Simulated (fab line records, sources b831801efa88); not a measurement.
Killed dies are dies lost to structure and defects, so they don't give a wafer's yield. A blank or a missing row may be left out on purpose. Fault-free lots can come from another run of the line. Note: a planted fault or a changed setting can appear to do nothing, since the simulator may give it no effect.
Which tool did it? / flow gf180mcu / Sampling: 24 lots, 72 wafers, 4 of 602 route steps

== WHAT THE GAUGES READ, wafer by wafer ==
GF_V3_RS_MEAS_24: measures by four-point-probe.
lot=L074; measured=day 22 17:55; on=film metro-02; V3_W_RS (ohm/sq)=0.333 0.340 0.334
lot=L075; measured=day 23 16:17; on=film metro-03; V3_W_RS (ohm/sq)=0.323 0.327 0.328
lot=L077; measured=day 24 05:14; on=film metro-01; V3_W_RS (ohm/sq)=0.324 0.322 0.326
lot=L076; measured=day 24 11:11; on=film metro-02; V3_W_RS (ohm/sq)=0.321 0.329 0.325
lot=L078; measured=day 24 16:32; on=film metro-03; V3_W_RS (ohm/sq)=0.327 0.329 0.331
lot=L079; measured=day 24 20:58; on=film metro-03; V3_W_RS (ohm/sq)=0.335 0.327 0.329
lot=L080; measured=day 25 11:41; on=film metro-01; V3_W_RS (ohm/sq)=0.326 0.329 0.323
lot=L082; measured=day 26 06:33; on=film metro-01; V3_W_RS (ohm/sq)=0.325 0.329 0.327
lot=L081; measured=day 26 08:07; on=film metro-03; V3_W_RS (ohm/sq)=0.331 0.324 0.325
lot=L084; measured=day 26 11:21; on=film metro-02; V3_W_RS (ohm/sq)=0.323 0.325 0.324
lot=L083; measured=day 26 12:24; on=film metro-02; V3_W_RS (ohm/sq)=0.328 0.329 0.326
lot=L085; measured=day 26 15:44; on=film metro-01; V3_W_RS (ohm/sq)=0.327 0.324 0.324
lot=L086; measured=day 27 06:20; on=film metro-03; V3_W_RS (ohm/sq)=0.324 0.323 0.330
lot=L087; measured=day 27 11:24; on=film metro-01; V3_W_RS (ohm/sq)=0.328 0.331 0.332
lot=L088; measured=day 27 17:03; on=film metro-01; V3_W_RS (ohm/sq)=0.326 0.323 0.318
lot=L089; measured=day 28 01:32; on=film metro-02; V3_W_RS (ohm/sq)=0.331 0.332 0.332
lot=L090; measured=day 28 11:26; on=film metro-03; V3_W_RS (ohm/sq)=0.328 0.328 0.326
lot=L091; measured=day 28 11:51; on=film metro-02; V3_W_RS (ohm/sq)=0.321 0.325 0.321
lot=L092; measured=day 29 05:37; on=film metro-01; V3_W_RS (ohm/sq)=0.326 0.328 0.327
lot=L093; measured=day 29 07:15; on=film metro-03; V3_W_RS (ohm/sq)=0.331 0.319 0.328
lot=L094; measured=day 29 12:28; on=film metro-02; V3_W_RS (ohm/sq)=0.320 0.324 0.331
lot=L095; measured=day 29 20:23; on=film metro-01; V3_W_RS (ohm/sq)=0.327 0.331 0.326
lot=L096; measured=day 30 02:28; on=film metro-03; V3_W_RS (ohm/sq)=0.327 0.328 0.328
lot=L097; measured=day 30 07:00; on=film metro-01; V3_W_RS (ohm/sq)=0.328 0.322 0.329

GF_V3_THK_MEAS_25: measures by xrf.
lot=L074; measured=day 22 18:02; on=film metro-02; V3_W_THK (nm)=330 324 328
lot=L075; measured=day 23 16:25; on=film metro-03; V3_W_THK (nm)=348 344 346
lot=L077; measured=day 24 05:22; on=film metro-01; V3_W_THK (nm)=347 346 346
lot=L076; measured=day 24 11:19; on=film metro-02; V3_W_THK (nm)=348 340 346
lot=L078; measured=day 24 16:40; on=film metro-03; V3_W_THK (nm)=337 339 335
lot=L079; measured=day 24 21:05; on=film metro-03; V3_W_THK (nm)=332 338 336
lot=L080; measured=day 25 11:48; on=film metro-01; V3_W_THK (nm)=347 342 346
lot=L082; measured=day 26 06:40; on=film metro-01; V3_W_THK (nm)=342 340 340
lot=L081; measured=day 26 08:14; on=film metro-03; V3_W_THK (nm)=345 350 348
lot=L084; measured=day 26 11:28; on=film metro-02; V3_W_THK (nm)=347 346 345
lot=L083; measured=day 26 12:29; on=film metro-02; V3_W_THK (nm)=343 341 342
lot=L085; measured=day 26 15:51; on=film metro-01; V3_W_THK (nm)=340 344 343
lot=L086; measured=day 27 06:28; on=film metro-03; V3_W_THK (nm)=346 348 339
lot=L087; measured=day 27 11:31; on=film metro-01; V3_W_THK (nm)=341 336 339
lot=L088; measured=day 27 17:08; on=film metro-01; V3_W_THK (nm)=343 345 352
lot=L089; measured=day 28 01:40; on=film metro-02; V3_W_THK (nm)=336 333 335
lot=L090; measured=day 28 11:33; on=film metro-03; V3_W_THK (nm)=342 340 346
lot=L091; measured=day 28 11:58; on=film metro-02; V3_W_THK (nm)=345 345 348
lot=L092; measured=day 29 05:44; on=film metro-01; V3_W_THK (nm)=340 339 340
lot=L093; measured=day 29 07:22; on=film metro-03; V3_W_THK (nm)=341 350 341
lot=L094; measured=day 29 12:35; on=film metro-02; V3_W_THK (nm)=348 345 338
lot=L095; measured=day 29 20:29; on=film metro-01; V3_W_THK (nm)=343 338 343
lot=L096; measured=day 30 02:34; on=film metro-03; V3_W_THK (nm)=339 338 339
lot=L097; measured=day 30 07:07; on=film metro-01; V3_W_THK (nm)=341 344 339

== TOOL THAT RAN EACH LOT (tool first, then ch and the chambers of the sampled wafers, then the start) ==
lot=L074; GF_V1_CMP_26=cmp-01 ch 0,3, day 18 09:31; GF_M3_SPUTTER_04=pvd sputter-01, day 20 14:42
lot=L075; GF_V1_CMP_26=cmp-01 ch 0,2,3, day 19 09:19; GF_M3_SPUTTER_04=pvd sputter-02, day 21 14:29
lot=L077; GF_V1_CMP_26=cmp-02 ch 0,1,2, day 20 01:08; GF_M3_SPUTTER_04=pvd sputter-03, day 22 05:04
lot=L076; GF_V1_CMP_26=cmp-02 ch 0,1, day 20 06:02; GF_M3_SPUTTER_04=pvd sputter-01, day 22 09:47
lot=L078; GF_V1_CMP_26=cmp-02 ch 1,2, day 20 12:58; GF_M3_SPUTTER_04=pvd sputter-02, day 22 16:46
lot=L079; GF_V1_CMP_26=cmp-02 ch 0,2,3, day 20 18:14; GF_M3_SPUTTER_04=pvd sputter-03, day 22 20:37
lot=L080; GF_V1_CMP_26=cmp-01 ch 0,1,3, day 21 07:57; GF_M3_SPUTTER_04=pvd sputter-03, day 23 11:39
lot=L082; GF_V1_CMP_26=cmp-02 ch 0,1, day 22 07:15; GF_M3_SPUTTER_04=pvd sputter-01, day 24 07:39
lot=L081; GF_V1_CMP_26=cmp-01 ch 0,1,3, day 22 07:29; GF_M3_SPUTTER_04=pvd sputter-02, day 24 08:45
lot=L084; GF_V1_CMP_26=cmp-02 ch 0,2, day 22 09:33; GF_M3_SPUTTER_04=pvd sputter-02, day 24 12:25
lot=L083; GF_V1_CMP_26=cmp-01 ch 0,1,3, day 22 12:15; GF_M3_SPUTTER_04=pvd sputter-01, day 24 14:08
lot=L085; GF_V1_CMP_26=cmp-01 ch 0,1,3, day 22 16:49; GF_M3_SPUTTER_04=pvd sputter-01, day 24 18:08
lot=L086; GF_V1_CMP_26=cmp-02 ch 0,1,2, day 23 07:58; GF_M3_SPUTTER_04=pvd sputter-03, day 25 08:32
lot=L087; GF_V1_CMP_26=cmp-01 ch 0,1, day 23 11:36; GF_M3_SPUTTER_04=pvd sputter-03, day 25 12:33
lot=L088; GF_V1_CMP_26=cmp-01 ch 0,2,3, day 23 19:10; GF_M3_SPUTTER_04=pvd sputter-02, day 25 18:45
lot=L089; GF_V1_CMP_26=cmp-01 ch 0,1,2, day 24 05:30; GF_M3_SPUTTER_04=pvd sputter-03, day 26 05:26
lot=L090; GF_V1_CMP_26=cmp-01 ch 1,2,3, day 24 14:52; GF_M3_SPUTTER_04=pvd sputter-03, day 26 14:47
lot=L091; GF_V1_CMP_26=cmp-02 ch 0,1, day 24 15:44; GF_M3_SPUTTER_04=pvd sputter-03, day 26 15:18
lot=L092; GF_V1_CMP_26=cmp-01 ch 1,2,3, day 25 09:52; GF_M3_SPUTTER_04=pvd sputter-03, day 27 09:38
lot=L093; GF_V1_CMP_26=cmp-01 ch 2,3, day 25 13:07; GF_M3_SPUTTER_04=pvd sputter-02, day 27 12:43
lot=L094; GF_V1_CMP_26=cmp-02 ch 0,3, day 25 19:52; GF_M3_SPUTTER_04=pvd sputter-01, day 27 18:00
lot=L095; GF_V1_CMP_26=cmp-01 ch 0,1,3, day 26 06:17; GF_M3_SPUTTER_04=pvd sputter-01, day 28 04:00
lot=L096; GF_V1_CMP_26=cmp-02 ch 0,2, day 26 12:01; GF_M3_SPUTTER_04=pvd sputter-01, day 28 09:19
lot=L097; GF_V1_CMP_26=cmp-02 ch 0,2,3, day 26 16:58; GF_M3_SPUTTER_04=pvd sputter-01, day 28 13:58
- GF_V1_CMP_26: polishes, stops on SiO2, t overpolish 15 s, target thk 0 nm.
- GF_M3_SPUTTER_04: material TiN, target thk 50 nm, time 41.7 s.

== WHAT THE TOOLS THEMSELVES READ (means of the sampled wafers that have a number; where no wafer has one, the mark that the record gives instead) ==
GF_V1_CMP_26.
lot=L074; tool=cmp-01; motor current A (A)=11.3; overpolish run s (s)=14.997; slurry filter dp kPa (kPa)=13.52; time to endpoint s (s)=90
lot=L075; tool=cmp-01; motor current A (A)=10.8; overpolish run s (s)=15.004; slurry filter dp kPa (kPa)=13.45; time to endpoint s (s)=86
lot=L077; tool=cmp-02; motor current A (A)=11.0; overpolish run s (s)=15.008; slurry filter dp kPa (kPa)=13.50; time to endpoint s (s)=82
lot=L076; tool=cmp-02; motor current A (A)=12.0; overpolish run s (s)=14.999; slurry filter dp kPa (kPa)=13.60; time to endpoint s (s)=79
lot=L078; tool=cmp-02; motor current A (A)=10.4; overpolish run s (s)=14.995; slurry filter dp kPa (kPa)=13.46; time to endpoint s (s)=84
lot=L079; tool=cmp-02; motor current A (A)=10.5; overpolish run s (s)=14.996; slurry filter dp kPa (kPa)=13.50; time to endpoint s (s)=83
lot=L080; tool=cmp-01; motor current A (A)=11.3; overpolish run s (s)=14.999; slurry filter dp kPa (kPa)=13.58; time to endpoint s (s)=81
lot=L082; tool=cmp-02; motor current A (A)=11.4; overpolish run s (s)=14.995; slurry filter dp kPa (kPa)=13.42; time to endpoint s (s)=82
lot=L081; tool=cmp-01; motor current A (A)=10.7; overpolish run s (s)=15.000; slurry filter dp kPa (kPa)=13.56; time to endpoint s (s)=82
lot=L084; tool=cmp-02; motor current A (A)=10.3; overpolish run s (s)=14.998; slurry filter dp kPa (kPa)=13.57; time to endpoint s (s)=85
lot=L083; tool=cmp-01; motor current A (A)=11.3; overpolish run s (s)=15.005; slurry filter dp kPa (kPa)=13.49; time to endpoint s (s)=83
lot=L085; tool=cmp-01; motor current A (A)=11.4; overpolish run s (s)=14.999; slurry filter dp kPa (kPa)=13.41; time to endpoint s (s)=83
lot=L086; tool=cmp-02; motor current A (A)=10.8; overpolish run s (s)=14.995; slurry filter dp kPa (kPa)=13.53; time to endpoint s (s)=82
lot=L087; tool=cmp-01; motor current A (A)=10.5; overpolish run s (s)=15.007; slurry filter dp kPa (kPa)=13.40; time to endpoint s (s)=83
lot=L088; tool=cmp-01; motor current A (A)=10.5; overpolish run s (s)=14.994; slurry filter dp kPa (kPa)=13.64; time to endpoint s (s)=83
lot=L089; tool=cmp-01; motor current A (A)=10.5; overpolish run s (s)=15.004; slurry filter dp kPa (kPa)=13.45; time to endpoint s (s)=85
lot=L090; tool=cmp-01; motor current A (A)=11.3; overpolish run s (s)=15.000; slurry filter dp kPa (kPa)=13.52; time to endpoint s (s)=81
lot=L091; tool=cmp-02; motor current A (A)=12.0; overpolish run s (s)=15.004; slurry filter dp kPa (kPa)=13.44; time to endpoint s (s)=85
lot=L092; tool=cmp-01; motor current A (A)=10.9; overpolish run s (s)=14.995; slurry filter dp kPa (kPa)=13.52; time to endpoint s (s)=81
lot=L093; tool=cmp-01; motor current A (A)=10.8; overpolish run s (s)=14.992; slurry filter dp kPa (kPa)=13.42; time to endpoint s (s)=84
lot=L094; tool=cmp-02; motor current A (A)=10.9; overpolish run s (s)=14.994; slurry filter dp kPa (kPa)=13.55; time to endpoint s (s)=86
lot=L095; tool=cmp-01; motor current A (A)=11.2; overpolish run s (s)=15.000; slurry filter dp kPa (kPa)=13.46; time to endpoint s (s)=87
lot=L096; tool=cmp-02; motor current A (A)=10.4; overpolish run s (s)=15.005; slurry filter dp kPa (kPa)=13.37; time to endpoint s (s)=84
lot=L097; tool=cmp-02; motor current A (A)=10.5; overpolish run s (s)=14.999; slurry filter dp kPa (kPa)=13.46; time to endpoint s (s)=87

GF_M3_SPUTTER_04.
lot=L074; tool=pvd sputter-01; throttle valve pct (%)=29.6
lot=L075; tool=pvd sputter-02; throttle valve pct (%)=31.3
lot=L077; tool=pvd sputter-03; throttle valve pct (%)=31.6
lot=L076; tool=pvd sputter-01; throttle valve pct (%)=30.0
lot=L078; tool=pvd sputter-02; throttle valve pct (%)=30.0
lot=L079; tool=pvd sputter-03; throttle valve pct (%)=30.1
lot=L080; tool=pvd sputter-03; throttle valve pct (%)=30.2
lot=L082; tool=pvd sputter-01; throttle valve pct (%)=29.2
lot=L081; tool=pvd sputter-02; throttle valve pct (%)=30.0
lot=L084; tool=pvd sputter-02; throttle valve pct (%)=30.5
lot=L083; tool=pvd sputter-01; throttle valve pct (%)=29.4
lot=L085; tool=pvd sputter-01; throttle valve pct (%)=29.9
lot=L086; tool=pvd sputter-03; throttle valve pct (%)=31.4
lot=L087; tool=pvd sputter-03; throttle valve pct (%)=31.0
lot=L088; tool=pvd sputter-02; throttle valve pct (%)=30.5
lot=L089; tool=pvd sputter-03; throttle valve pct (%)=30.8
lot=L090; tool=pvd sputter-03; throttle valve pct (%)=31.7
lot=L091; tool=pvd sputter-03; throttle valve pct (%)=32.3
lot=L092; tool=pvd sputter-03; throttle valve pct (%)=30.9
lot=L093; tool=pvd sputter-02; throttle valve pct (%)=30.5
lot=L094; tool=pvd sputter-01; throttle valve pct (%)=29.6
lot=L095; tool=pvd sputter-01; throttle valve pct (%)=30.1
lot=L096; tool=pvd sputter-01; throttle valve pct (%)=29.3
lot=L097; tool=pvd sputter-01; throttle valve pct (%)=28.9

== THE ANSWER, worked out from the rows above alone ==
Rule: usual is defined by the lots themselves. The widest of any qualifying gaps counts: lots, ordered by their means at a reading, are off when they make up no more than a third of the lots, leave a main group of 4 or more, and stand apart from it by 3 or more times the standard deviation of that group's means. A main group is skipped when, at the precision printed for the reading in the tables above, its means are all equal. A lot without any number at a reading at which 4 lots or more have one is off too. Any other lot the step has rows for is counted as sound. Order of review: gauges by route order, followed by the tools' own readings, for which a lot's mean as printed above is used. The first step at which some lot is off is used, and at that step the reading that is off furthest; a lot without a number counts as furthest.
Across all readings shown, no lot is off: no conclusion can be drawn from this.

== WHAT THE SIMULATOR HAD PUT IN ==
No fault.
